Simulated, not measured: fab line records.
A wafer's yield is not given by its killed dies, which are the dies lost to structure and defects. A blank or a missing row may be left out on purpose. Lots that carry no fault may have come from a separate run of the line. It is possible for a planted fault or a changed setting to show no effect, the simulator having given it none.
What tool caused it?    flow gf180mcu    10 lots with 30 wafers sampled at 5 steps, on a route of 602 steps

== WHAT THE GAUGES READ, wafer by wafer ==
GF_CONTACT_RS_MEAS_25: measures by four-point-probe.
lot   measured      on             CONTACT_W_RS (ohm/sq)
L773  day 16 02:02  film metro-04  0.387 0.385 0.388
L777  day 17 14:41  film metro-03  0.387 0.388 0.380
L778  day 18 02:19  film metro-01  0.387 0.390 0.385
L779  day 18 12:55  film metro-01  0.385 0.388 0.388
L784  day 20 04:55  film metro-01  0.386 0.388 0.319
L785  day 20 23:47  film metro-01  0.382 0.381 0.317
L787  day 21 10:27  film metro-03  0.382 0.380 0.317
L794  day 23 16:08  film metro-04  0.384 0.382 0.385
L795  day 23 22:23  film metro-04  0.383 0.382 0.387
L796  day 24 04:34  film metro-01  0.377 0.376 0.376

== WHAT TOOL EACH LOT RAN ON (gives the tool, then ch and the chambers of the sampled wafers, and finally the start) ==
lot   GF_SAB_STRIP_13                       GF_CONTACT_ETCH_16                  GF_CONTACT_STRIP_18                   GF_CONTACT_CVD_24
L773  plasma asher-03 ch 0,1, day 15 01:37  rie diel-02 ch 0,1,3, day 16 01:22  plasma asher-03 ch 0,1, day 16 01:31  cvd w-02 ch 0,1, day 16 01:56
L777  plasma asher-01 ch 0,1, day 16 14:04  rie diel-03 ch 0,1,3, day 17 13:56  plasma asher-04 ch 0, day 17 14:05    cvd w-02 ch 0, day 17 14:35
L778  plasma asher-02 ch 0,1, day 17 00:44  rie diel-01 ch 1,2,3, day 18 01:24  plasma asher-03 ch 0,1, day 18 01:35  cvd w-02 ch 0,1, day 18 02:11
L779  plasma asher-02 ch 0,1, day 17 11:21  rie diel-01 ch 0,1,2, day 18 12:15  plasma asher-04 ch 0,1, day 18 12:25  cvd w-01 ch 0,1, day 18 12:49
L784  plasma asher-03 ch 0,1, day 19 02:28  rie diel-01 ch 0,3, day 20 04:16    plasma asher-04 ch 1, day 20 04:25    cvd w-02 ch 0,1, day 20 04:49
L785  plasma asher-01 ch 0,1, day 19 21:10  rie diel-01 ch 1,3, day 20 23:06    plasma asher-03 ch 0,1, day 20 23:16  cvd w-02 ch 0,1, day 20 23:41
L787  plasma asher-01 ch 0,1, day 20 08:07  rie diel-02 ch 1,2,3, day 21 09:45  plasma asher-03 ch 0,1, day 21 09:55  cvd w-02 ch 0,1, day 21 10:20
L794  plasma asher-02 ch 0,1, day 22 15:30  rie diel-01 ch 0,1,2, day 23 15:27  plasma asher-01 ch 0,1, day 23 15:37  cvd w-02 ch 0,1, day 23 16:01
L795  plasma asher-01 ch 0,1, day 22 21:07  rie diel-01 ch 0,2, day 23 21:42    plasma asher-03 ch 0,1, day 23 21:52  cvd w-01 ch 0, day 23 22:16
L796  plasma asher-01 ch 0, day 23 04:15    rie diel-03 ch 0,1,3, day 24 03:52  plasma asher-01 ch 0,1, day 24 04:02  cvd w-02 ch 0, day 24 04:27
- GF_SAB_STRIP_13: strips in O2/N2.
- GF_CONTACT_ETCH_16: etches BARC in N2/H2.
- GF_CONTACT_STRIP_18: strips in O2/N2.
- GF_CONTACT_CVD_24: deposits W, target thk 300 nm, time 90.339 s.

== THE ANSWER, worked out from the rows above alone ==
Rule: what is usual is taken from the lots themselves. Put in order of their means at a reading, lots are off if they are a third of the lots or fewer, leave a main group of 4 or more, and stand apart from it by a gap of 3 or more times the standard deviation of the main group's means; of several such gaps the widest counts. If all means in a main group match to the digits the tables above print for the reading, that group is not used. Also off: a lot with no number at a reading for which 4 or more lots have one. Where the step has rows for the other lots, those lots are counted as sound.
Off: L784, L785, L787, at GF_CONTACT_RS_MEAS_25 (CONTACT_W_RS). Mean 0.384 ohm/sq and standard deviation 0.0035 in the main group.
If a tool, at a process step before that reading, ran all the lots that are off and no sound lot after the first of them, it fits. Gauges at GF_CONTACT_RS_MEAS_25: tried the same way as those tools. No candidate that was tried fits.

== WHAT HAD BEEN PUT IN BY THE SIMULATOR ==
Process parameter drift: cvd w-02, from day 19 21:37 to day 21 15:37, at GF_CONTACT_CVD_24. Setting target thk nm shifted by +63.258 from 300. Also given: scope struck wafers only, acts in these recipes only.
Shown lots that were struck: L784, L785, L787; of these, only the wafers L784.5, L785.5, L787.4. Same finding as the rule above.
